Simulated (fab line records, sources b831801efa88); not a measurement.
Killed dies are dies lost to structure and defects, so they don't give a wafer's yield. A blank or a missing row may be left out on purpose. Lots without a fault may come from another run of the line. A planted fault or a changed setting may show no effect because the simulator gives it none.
A struck lot beside a sound one | flow sky130 | 15 steps out of a route of 708
Sound: wafers L804.1, L804.2, L804.6. Struck: wafers L808.3, L808.5, L808.6. The cause comes at the end.
At each step with rows: each side's tool, then ch and its chambers, then its first start. Under that, the readings that differ: sound wafers | struck wafers | difference of the means | sigmas: that difference in standard deviations of wafers without a fault.
alike: readings whose means differ by less than 2 such deviations, and words and numbers that are the same on both sides. not compared: withheld readings, readings that some wafer has no value for, bounds like >300 that may hide the same value, and numbers for which the record gives no deviation and whose values overlap.
The two part at a step that has a row with sigmas, a row that says differs or no value, or rows on one side only. Numbers that don't overlap but have no deviation are shown without sigmas and don't part them. A reading that every wafer of one side lacks parts them only if that side has two wafers or more.

first, 5 steps without rows for these wafers: SKY_LDD_N_COAT_02 (resist thk 300 nm); SKY_LDD_N_SOFTBAKE_03 (time 60 s); SKY_LDD_N_EXPOSE_04 (exposes mask NTM, target cd 840 nm); SKY_LDD_N_PEB_05; SKY_LDD_N_DEVELOP_06 (develop time 60 s).
SKY_LDD_N_OVL_MEAS_07:
  sound on overlay-02, day 20 05:29; struck on overlay-01, day 21 14:45
  alike: LDD_N_OVL
then, 6 steps without rows for these wafers: SKY_LDD_N_IMPLANT_08; SKY_LDD_N_IMPLANT_09; SKY_LDD_N_IMPLANT_10; SKY_LDD_N_IMPLANT_11; SKY_LDD_N_IMPLANT_12; SKY_LDD_N_IMPLANT_13.
SKY_LDD_N_IMPLANT_14:
  sound on implanter-04 ch 0, day 20 06:25; struck on implanter-02 ch 0, day 21 15:43
  reading                   | sound             | struck            | difference | sigmas
  implant_ion_amu           | 49 49 49          | 11 11 11          | -38        |
  model.implant.rp_nm (nm)  | 31.22 31.22 31.22 | 137.7 137.7 137.7 | +106.5     |
  model.implant.drp_nm (nm) | 18.83 18.83 18.83 | 60.76 60.76 60.76 | +41.93     |
  alike: dose_ions_cm2
then, 1 step without rows for these wafers: SKY_LDD_N_IMPLANT_15.
-- the record jumps here: 27 days lie between the struck wafers' starts before and after (it left off in module LDD_N and takes up again in module PAD_OPEN, whose first step shown is number 708 of the route) --
SKY_PAD_OPEN_PROBE_99:
  sound on prober-01, day 47 05:13; struck on prober-01, day 48 06:30
  reading                                          | sound                | struck               | difference | sigmas
  model.etest.tip_p.rs_ohm_sq                      | 6946 6939 6974       | 6464 6428 6484       | -494       |
  model.etest.tip_p_5v.rs_ohm_sq                   | 2853 2859 2860       | 2805 2792 2811       | -55        |
  model.etest.tip_n_5v.rs_ohm_sq                   | 1399 1391 1396       | 1426 1428 1426       | +31        |
  model.etest.tip_n.rs_ohm_sq                      | 440.8 439 439.5      | 433.6 431 430.8      | -8.0       |
  model.etest.diode_ndiff_pwell.leak_log10_a_cm2   | -7.534 -7.066 -7.387 | -6.595 -6.444 -6.72  | +0.743     |
  model.etest.diode_ndiff_fingers.leak_log10_a_cm2 | -6.742 -6.557 -6.551 | -6.172 -5.967 -5.85  | +0.620     |
  model.etest.nfet_01v8_swapped.off_log10_a_um     | -13.44 -13.33 -13.43 | -13.06 -13.06 -12.89 | +0.40      |
  model.etest.nfet_01v8_turned.off_log10_a_um      | -13.31 -13.42 -13.35 | -13.09 -13.09 -13.03 | +0.29      |
  alike: killed_at_M0_to_M3, killed_at_M4_up, killed_at_contacts, killed_at_front_end, killed_at_other, killed_dies, killed_open, killed_short

WHERE THEY PART
Nowhere in this record.

WHY: what the simulator had put in
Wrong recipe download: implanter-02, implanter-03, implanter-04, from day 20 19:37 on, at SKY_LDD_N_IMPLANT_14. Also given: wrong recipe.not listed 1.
